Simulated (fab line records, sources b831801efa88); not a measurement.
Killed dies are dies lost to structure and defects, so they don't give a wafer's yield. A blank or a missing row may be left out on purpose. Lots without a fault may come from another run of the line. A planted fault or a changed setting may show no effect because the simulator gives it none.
Which tool did it? | flow gf180mcu | 15 lots, 45 wafers sampled, at 2 steps of a route of 602

WHAT THE GAUGES READ, wafer by wafer
GF_M5_CD_MEAS_07: target cd 280 nm. Usual: cd_nm 280.3 nm, standard deviation 1.2.
lot  | measured     | on        | cd_nm (nm)        | flag
L227 | day 26 01:07 | cd_sem-01 | 280.9 281.4 280.7 |
L228 | day 26 06:02 | cd_sem-02 | 280.7 279.1 279.1 |
L229 | day 26 17:59 | cd_sem-01 | 279.7 278.1 278.9 |
L231 | day 27 15:58 | cd_sem-02 | 279.5 279.7 278.6 |
L232 | day 27 17:40 | cd_sem-02 | 282.2 282.0 281.9 |
L233 | day 28 02:20 | cd_sem-02 | 280.4 280.6 279.7 |
L234 | day 28 13:51 | cd_sem-02 | 281.8 281.9 281.2 |
L236 | day 29 15:31 | cd_sem-02 | 280.7 281.3 280.9 |
L240 | day 30 14:13 | cd_sem-02 | 280.2 280.3 278.5 |
L242 | day 30 17:46 | cd_sem-01 | 278.6 279.4 279.6 |
L241 | day 31 00:17 | cd_sem-01 | 279.6 278.4 277.7 |
L245 | day 31 14:37 | cd_sem-02 | 282.2 281.2 281.8 |
L248 | day 32 08:28 | cd_sem-02 | 279.7 280.2 280.1 |
L249 | day 32 15:41 | cd_sem-02 | 280.4 280.3 280.4 |
L250 | day 32 20:22 | cd_sem-01 | 278.3 277.8 278.1 |

GF_V5_THK_MEAS_01. Usual: V5_CVD_00_THK 300.2 nm, standard deviation 2.7.
lot  | measured     | on            | V5_CVD_00_THK (nm) | flag
L227 | day 26 02:02 | film_metro-02 | 303.0 305.9 300.8  |
L228 | day 26 07:05 | film_metro-03 | 299.7 298.6 301.2  |
L229 | day 26 18:54 | film_metro-04 | 301.7 302.2 302.1  |
L231 | day 27 16:53 | film_metro-02 | 302.4 297.2 301.4  |
L232 | day 27 18:41 | film_metro-03 | 305.1 303.9 303.3  |
L233 | day 28 03:17 | film_metro-04 | 301.6 300.0 304.4  |
L234 | day 28 14:43 | film_metro-02 | 300.8 300.7 297.9  |
L236 | day 29 16:30 | film_metro-02 | 299.7 301.0 302.7  |
L240 | day 30 15:05 | film_metro-04 | 300.9 304.3 299.8  |
L242 | day 30 18:37 | film_metro-03 | 304.8 300.7 302.1  |
L241 | day 31 01:08 | film_metro-03 | 295.9 300.1 303.8  |
L245 | day 31 15:33 | film_metro-04 | 301.0 298.5 301.9  |
L248 | day 32 09:19 | film_metro-02 | 305.5 299.0 304.0  |
L249 | day 32 16:55 | film_metro-03 | 303.1 300.1 296.3  |
L250 | day 32 21:14 | film_metro-03 | 301.2 302.9 299.6  |

WHICH TOOL RAN EACH LOT (tool, then ch and the chambers of the sampled wafers, then the start)
The record holds no process step before these readings.

WHAT THE TOOLS THEMSELVES READ (means of the sampled wafers that have a number; where no wafer has one, the mark that the record gives instead)
The record holds no such reading with a usual standard deviation.

THE ANSWER, worked out from the rows above alone
Rule: a lot is off if the mean of its wafers that have a number lies more than 3 standard deviations from the usual mean. A lot without any number at a reading at which 4 lots or more have one is off too. The other lots that the step has rows for count as sound. The gauges are gone through in route order, then the tools' own readings, and for those a lot's mean is taken as printed above. The first step at which some lot is off is used, and at that step the reading that is off furthest; a lot without a number counts as furthest.
No lot is off at any reading shown: from this, nothing can be told.

WHAT THE SIMULATOR HAD PUT IN
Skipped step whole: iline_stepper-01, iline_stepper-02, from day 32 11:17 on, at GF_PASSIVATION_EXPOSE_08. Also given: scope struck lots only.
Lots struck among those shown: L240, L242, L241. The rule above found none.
